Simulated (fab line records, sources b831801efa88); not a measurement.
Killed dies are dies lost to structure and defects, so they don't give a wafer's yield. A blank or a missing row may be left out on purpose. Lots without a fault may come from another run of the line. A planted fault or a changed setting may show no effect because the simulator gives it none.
Which tool did it? | flow sky130 | 6 lots, 18 wafers sampled, at 3 steps of a route of 708

WHAT THE GAUGES READ, wafer by wafer
SKY_SD_P_TW_MEAS_11.
lot  | measured     | on            | SD_P_TW
L635 | day 25 05:55 | film_metro-01 | 2824 2829 2808
L637 | day 26 04:11 | film_metro-03 | 2818 2816 2817
L639 | day 26 19:29 | film_metro-02 | 2767 2796 2770
L641 | day 27 15:34 | film_metro-02 | 2768 2782 2780
L648 | day 30 09:44 | film_metro-02 | 2544 2543 2536
L651 | day 31 11:04 | film_metro-01 | 2560 2575 2545

WHICH TOOL RAN EACH LOT (tool, then ch and the chambers of the sampled wafers, then the start)
lot  | SKY_SD_P_IMPLANT_09             | SKY_SD_P_STRIP_10
L635 | implanter-04 ch 0, day 25 05:41 | plasma_asher-03 ch 0,1, day 25 05:49
L637 | implanter-02 ch 0, day 26 03:58 | plasma_asher-04 ch 0,1, day 26 04:06
L639 | implanter-02 ch 0, day 26 19:14 | plasma_asher-03 ch 0,1, day 26 19:23
L641 | implanter-02 ch 0, day 27 15:21 | plasma_asher-03 ch 0,1, day 27 15:28
L648 | implanter-02 ch 0, day 30 09:30 | plasma_asher-03 ch 1, day 30 09:38
L651 | implanter-02 ch 0, day 31 10:49 | plasma_asher-02 ch 0, day 31 10:58
- SKY_SD_P_IMPLANT_09
- SKY_SD_P_STRIP_10: strips in O2/N2.

THE ANSWER, worked out from the rows above alone
Rule: what is usual is taken from the lots themselves. Put in order of their means at a reading, lots are off if they are a third of the lots or fewer, leave a main group of 4 or more, and stand apart from it by a gap of 3 or more times the standard deviation of the main group's means; of several such gaps the widest counts. A main group whose means are all the same, to the digits that the tables above print for the reading, isn't used. A lot without any number at a reading at which 4 lots or more have one is off too. The other lots that the step has rows for count as sound.
Off: L648, L651, at SKY_SD_P_TW_MEAS_11 (SD_P_TW). The main group: mean 2798, standard deviation 21.
A tool fits if, at a process step before that reading, it ran every lot that is off, and no sound lot after the first of them. The gauges at SKY_SD_P_TW_MEAS_11 are tried like those tools. One fits: implanter-02 at SKY_SD_P_IMPLANT_09. Its last sound lot is L641 (day 27 15:21), its first lot that is off L648 (day 30 09:30): a fault that began between those two fits.

WHAT THE SIMULATOR HAD PUT IN
Process parameter drift: implanter-02, from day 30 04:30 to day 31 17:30, at SKY_SD_P_IMPLANT_09. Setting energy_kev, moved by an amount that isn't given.
Lots struck among those shown: L648, L651. The rule above found the same.
